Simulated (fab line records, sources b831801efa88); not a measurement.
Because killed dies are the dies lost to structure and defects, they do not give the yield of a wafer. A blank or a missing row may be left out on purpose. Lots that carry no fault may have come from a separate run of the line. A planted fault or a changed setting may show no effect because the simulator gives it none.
One fault through the eyes of 2 desks	flow sky130	every desk sees just its own numbers, and what lay behind them comes last

== THE METROLOGY DESK ==
Lot by lot, what the gauges showed, no matter which tool ran the lot: averages of those sampled wafers that carry a number. Marked OUT: a lot whose mean sits more than 4 standard deviations from the usual mean, which makes it out of limits; the brackets give that distance.
Columns: A = CONTACT_W_THK at SKY_CONTACT_THK_MEAS_26, usual 350 nm; B = METAL1_ALCU_RS at SKY_METAL1_RS_MEAS_05, usual 0.1269 ohm/sq; C = METAL1_ALCU_THK at SKY_METAL1_THK_MEAS_06, usual 251.1 nm; D = cdNm at SKY_METAL1_CD_MEAS_15, usual 140.2 nm; E = METAL1_OVL at SKY_METAL1_OVL_MEAS_16, usual 4 nm
lot	first seen here	A	B	C	D	E
L778	day 32 21:41	352	0.1250	255.0	139.5	5
L786	day 35 10:29	350	0.1276	247.8	138.8	4
L788	day 36 18:34	351	0.1264	252.1	140.7	1
L792	day 36 18:50	352	0.1258	253.2	140.0	1
L794	day 37 13:41	353	0.1250	256.2	139.2	3
L798	day 38 13:10	352	0.1274	250.4	137.6	14
L799	day 38 17:44	349	0.1277	251.3	141.5	4
This desk's verdict: no lot among the 7 shows anything out of limits.

== DESK OF THE TOOL OWNER: lithoTrack-01 ==
The tool's own readings at SKY_METAL1_COAT_10 (resist thk 450 nm): means of the sampled wafers that have a number, for each lot that ran on this tool. Marked OUT: a lot whose mean sits more than 4 standard deviations from the usual mean, which makes it out of limits; the brackets give that distance.
Columns: A = chillPlateTempC at SKY_METAL1_COAT_10, usual 22.98 C
lot	first seen here	A
L786	day 36 00:00	22.87
L788	day 37 07:00	23.00
L792	day 37 08:00	23.10
L794	day 38 03:00	22.93
This desk's verdict: no lot among the 4 shows anything out of limits.

== PUT TOGETHER ==
The metrology desk saw nothing out of limits.
The tool owner's desk saw nothing out of limits.

== WHAT THE SIMULATOR HAD PUT IN ==
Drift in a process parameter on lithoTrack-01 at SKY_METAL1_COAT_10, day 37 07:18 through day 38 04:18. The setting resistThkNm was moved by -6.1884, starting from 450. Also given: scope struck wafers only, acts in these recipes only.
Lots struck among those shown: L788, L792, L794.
